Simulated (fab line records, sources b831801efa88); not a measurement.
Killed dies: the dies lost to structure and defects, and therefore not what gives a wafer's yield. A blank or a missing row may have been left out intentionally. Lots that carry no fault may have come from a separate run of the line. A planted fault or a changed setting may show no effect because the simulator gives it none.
Comparing a struck lot with a sound one | flow sky130 | 29 steps out of a route of 708
Sound: wafers L198.2, L198.5, L198.6. Struck: wafers L181.3, L181.5, L181.6. Last of all comes the cause.
At each step with rows: each side's tool, then ch and its chambers, then its first start. Under that, the readings that differ: sound wafers | struck wafers | difference of the means | sigmas: that difference in standard deviations of wafers without a fault.
alike: words and numbers the same on both sides, and readings whose means are apart by under 2 such deviations; not compared: readings that were withheld, readings missing a value for some wafer, numbers with overlapping values and no deviation given by the record, and bounds like >300 which may hide the same value.
A row with sigmas, a row that says differs or no value, or rows on one side alone: a step with any of these is where the two part. Numbers that don't overlap but have no deviation are shown without sigmas and don't part them. A reading that every wafer of one side lacks parts them only if that side has two wafers or more.

first, 1 step without rows for these wafers: SKY_FIELD_ISO_OXIDATION_01 (stabilise 600 s, purge 300 s, target thk 12 nm).
SKY_FIELD_ISO_CVD_03: deposits Si3N4 from DCS/NH3, target thk 165 nm, time 2830 s.
  sound on lpcvd-02 ch 1, day 6 08:40; struck on lpcvd-02 ch 0, day 2 18:26
  reading                                     | sound             | struck            | difference | sigmas
  spike tc centre C (C)                       | 769.5 770.3 768.4 | 778.0 777.5 778.1 | +8.5       | +7
  spike tc top C (C)                          | 778 777 779       | 792 794 792       | +15        | +4
  spike tc upper C (C)                        | 768.5 767.6 769.7 | 722.3 725.0 724.9 | -44.5      | -32
  zone power bottom pct (%)                   | 15.7 15.8 15.6    | 21.5 21.5 21.2    | +5.7       | +2
  zone power centre pct (%)                   | 11.5 11.7 11.5    | 20.6 20.3 20.5    | +8.9       | +7
  zone power top pct (%)                      | 26.5 26.2 25.8    | 30.1 29.7 29.7    | +3.7       | +3
  zone power upper pct (%)                    | 13.83 13.99 13.70 | 0.19 0.20 0.19    | -13.65     | -49
  model.Si3N4_of_FIELD_ISO_CVD_03.thk nm (nm) | 165.6 165.9 165.7 | 114.7 114.9 120.7 | -49.0      |
SKY_FIELD_ISO_THK_MEAS_04:
  sound on film metro-03 at day 6 12:41; struck on film metro-02 at day 2 20:29
  reading                   | sound             | struck            | difference | sigmas
  FIELD_ISO_CVD_03_THK (nm) | 165.5 166.0 165.6 | 114.8 114.8 120.7 | -48.9      | -31
  not compared: hold
then, 8 steps without rows for these wafers: SKY_FIELD_ISO_HMDS_06 (prime time 60 s); SKY_FIELD_ISO_COAT_07 (resist thk 60 nm); SKY_FIELD_ISO_COAT_08 (resist thk 450 nm); SKY_FIELD_ISO_SOFTBAKE_09 (time 90 s); SKY_FIELD_ISO_EXPOSE_10 (exposes mask FOM, target cd 150 nm); SKY_FIELD_ISO_PEB_11; SKY_FIELD_ISO_DEVELOP_12 (develop time 60 s); SKY_FIELD_ISO_ETCH_14 (etches BARC in N2/H2, stops on SiO2, time 45.9 s, target depth 60 nm).
SKY_FIELD_ISO_ETCH_15: etches the open film in CHF3/O2, stops on Si, target depth 180 nm, time 72 s.
  sound on rie diel-04 ch 0,2,3, day 7 06:13; struck on rie diel-02 ch 0,1, day 3 12:46
  reading                  | sound             | struck            | difference | sigmas
  oes product au (a.u.)    | 0.949 0.951 0.950 | 0.774 0.780 0.798 | -0.166     | -23
  throttle valve pct (%)   | 8.845 8.849 8.852 | 8.788 8.788 8.810 | -0.053     | -5
  model.etch.depth nm (nm) | 165.6 165.9 165.7 | 114.7 114.9 120.7 | -49.0      |
  alike: O2_flow_sccm, chf3 flow sccm, drypump motor current A, rf fwd power W
  not compared: rf hours counter h
then, 10 steps without rows for these wafers: SKY_FIELD_ISO_STRIP_16 (strips in O2/N2); SKY_FIELD_ISO_ETCH_17 (etches Si in HBr/Cl2/O2, target depth 342 nm, time 97.7 s); SKY_FIELD_ISO_WET_ETCH_18 (etches Si3N4 in H3PO4, target depth 25 nm, time 286 s); SKY_FIELD_ISO_CLEAN_19 (cleans in SC1/SC2, time 150 s); SKY_FIELD_ISO_CLEAN_20 (cleans in dHF, time 20 s); SKY_FIELD_ISO_WET_ETCH_21 (etches SiO2 in dHF, target depth 20 nm, time 400 s); SKY_FIELD_ISO_OXIDATION_22 (stabilise 600 s, purge 300 s, target thk 10 nm); SKY_FIELD_ISO_CVD_24 (deposits SiO2, target thk 595 nm, time 99.2 s); SKY_FIELD_ISO_ANNEAL_26 (time 1800 s); SKY_FIELD_ISO_CMP_27 (polishes, stops on Si3N4, t overpolish 16 s, target thk 457.8 nm).
SKY_FIELD_ISO_WET_ETCH_28: etches SiO2 in dHF, target depth 23.7 nm, time 47 s.
  sound on wet bench-04 ch 2, day 7 11:53; struck on wet bench-01 ch 0, day 3 17:42
  reading                                     | sound             | struck            | difference | sigmas
  model.Si3N4_of_FIELD_ISO_CVD_03.thk nm (nm) | 119.3 119.4 119.7 | 68.57 68.65 75.13 | -48.68     |
  alike: bath heat duty pct
then, 4 steps without rows for these wafers: SKY_FIELD_ISO_WET_ETCH_29 (etches Si3N4 in H3PO4, target depth 160 nm, time 1825 s); SKY_FIELD_ISO_WET_ETCH_30 (etches SiO2 in dHF, target depth 25 nm, time 50 s); SKY_NWELL_CLEAN_00 (cleans in SC1/SC2, time 150 s); SKY_NWELL_OXIDATION_01 (stabilise 600 s, purge 300 s, target thk 10 nm).
-- the record jumps here: 9 days lie between the struck wafers' starts before and after (it left off in module NWELL and takes up again in module SONOS_TUNNEL, whose first step shown is number 160 of the route) --
SKY_SONOS_TUNNEL_DEVELOP_06: develop time 60 s.
  sound on litho track-03 ch 0, day 18 22:08; struck on litho track-04 ch 0, day 13 05:21
  reading                       | sound             | struck          | difference | sigmas
  model.SONOS_TUNNEL.cd nm (nm) | 406.2 405.6 406.3 | 409 406.4 408.3 | +2         |
-- the record jumps here: 35 days lie between the struck wafers' starts before and after (it left off in module SONOS_TUNNEL and takes up again in module PAD_OPEN, whose first step shown is number 708 of the route) --
SKY_PAD_OPEN_PROBE_99:
  sound on prober-02 at day 50 22:24; struck on prober-01 at day 48 02:37
  reading                                 | sound                         | struck                        | difference | sigmas
  killed_at_M0_to_M3                      | 43 31 26                      | 50 52 41                      | +14        | +2
  killed at front end                     | 20 25 17                      | 14 10 10                      | -9         | -2
  model.etest.res_p_drift_20v.line ohm um | 1.326e+04 1.304e+04 1.209e+04 | 9335 9453 9336                | -3422      |
  model.etest.res_p_drift_20v.rs ohm sq   | 1.087e+04 1.092e+04 1.021e+04 | 7804 7802 7730                | -2888      |
  model.etest.pfet_16v.r on ohm um        | 1.573e+04 1.58e+04 1.524e+04  | 1.387e+04 1.392e+04 1.385e+04 | -1.710e+03 |
  model.etest.res iso pwell.rs ohm sq     | 3450 3426 3144                | 2440 2413 2396                | -924       |
  model.etest.res iso pwell.line ohm um   | 1301 1310 1182                | 921 907.4 900.9               | -355       |
  model.etest.res nwell.line ohm um       | 1184 1169 1161                | 959.7 958.1 955.6             | -213.5     |
  model.etest.res nwell.rs ohm sq         | 1010 995.1 972.1              | 801.3 801 801                 | -191.3     |
  model.etest.res nwell.width nm (nm)     | 848.2 842.7 842.8             | 830.3 838 832.7               | -10.9      |
  alike: killed_at_M4_up, killed at contacts, killed at other, killed dies, killed open, killed short

== WHERE THEY PART ==
Earliest at SKY_FIELD_ISO_CVD_03; latest, in this record, at SKY_PAD_OPEN_PROBE_99.

WHY: the cause the simulator had injected
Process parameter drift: lpcvd-02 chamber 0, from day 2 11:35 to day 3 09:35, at SKY_FIELD_ISO_CVD_03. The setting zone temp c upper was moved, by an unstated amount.
